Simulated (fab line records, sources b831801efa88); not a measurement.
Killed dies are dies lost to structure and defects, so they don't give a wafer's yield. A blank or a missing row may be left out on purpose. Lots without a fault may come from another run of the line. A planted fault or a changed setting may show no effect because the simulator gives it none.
Split-lot experiment | flow gf180mcu | 5 lots, 19 wafers read, on a route of 602 steps

THE SPLIT
At GF_TOP_METAL_DEVELOP_13 (develop time 60 s), the setting develop_time_s was moved away from the recipe's 60 s on 4 of the 19 wafers read, by -35.2% to +17.2%. The other wafers ran this setting at the recipe's value.

The file shows no step between the split and the reading.

THE READING
TOP_METAL.cd_nm (the simulator's own value, which no gauge read), in nm, at GF_TOP_METAL_METAL_ETCH_16 (etches the open film in Cl2/BCl3, stops on SiO2, target depth 1077.5 nm, time 179.6 s). The file gives no usual value for it. The 15 wafers here that ran the recipe average 443.7 nm, standard deviation 6.5 nm.

wafer  | tool, chamber at the split | develop_time_s as run, s | against the recipe | TOP_METAL.cd_nm, nm | against lot-mates on the recipe
L077.1 | litho_track-03, 0          | 60                       | recipe             | 440.5               | -
L077.3 | litho_track-03, 0          | 60                       | recipe             | 448.2               | -
L077.4 | litho_track-03, 0          | 60                       | recipe             | 449                 | -
L079.3 | litho_track-01, 0          | 60                       | recipe             | 449.6               | -
L079.4 | litho_track-01, 0          | 60                       | recipe             | 440                 | -
L079.6 | litho_track-01, 0          | 60                       | recipe             | 437.3               | -
L083.1 | litho_track-03, 0          | 60                       | recipe             | 448.4               | -
L083.2 | litho_track-03, 0          | 60                       | recipe             | 452.1               | -
L083.3 | litho_track-03, 0          | 38.88                    | -35.2%             | 493.5               | +43.1
L083.5 | litho_track-03, 0          | 60                       | recipe             | 450.8               | -
L084.1 | litho_track-03, 0          | 60                       | recipe             | 435.6               | -
L084.2 | litho_track-03, 0          | 70.33                    | +17.2%             | 415.6               | -18.5
L084.3 | litho_track-03, 0          | 60                       | recipe             | 431.9               | -
L084.4 | litho_track-03, 0          | 70.33                    | +17.2%             | 417.2               | -16.9
L084.5 | litho_track-03, 0          | 60                       | recipe             | 434.7               | -
L084.6 | litho_track-03, 0          | 70.33                    | +17.2%             | 421.5               | -12.6
L085.1 | litho_track-03, 0          | 60                       | recipe             | 450.7               | -
L085.3 | litho_track-03, 0          | 60                       | recipe             | 443.1               | -
L085.5 | litho_track-03, 0          | 60                       | recipe             | 444.2               | -

THE FIT
A straight line over all 19 wafers: TOP_METAL.cd_nm changes by -1.44 nm for each +1% of develop_time_s; r = -0.93; the points scatter about the line by 6.2 nm.
The same after taking each lot's own level away (the mean of its wafers on the recipe; 19 wafers): -1.11 nm for each +1%; r = -0.96; scatter 3.7 nm.
On that fit, the largest move of develop_time_s shifts the reading by 39 nm.
The lots' own levels span 434.07 to 450.43 nm, that is 2.5 times the standard deviation above.
So the lot-to-lot level changes the slope: the two fits differ.
Check: with one of the wafers moved furthest among these (-35.2%) left out of the fit, the line predicts +32.6 nm for it against its lot-mates. It came out at +43.1 nm against them.

THE FILE'S OWN FIT
TOP_METAL.cd_nm changes by -1.13 nm for each +1% of develop_time_s, r = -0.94.
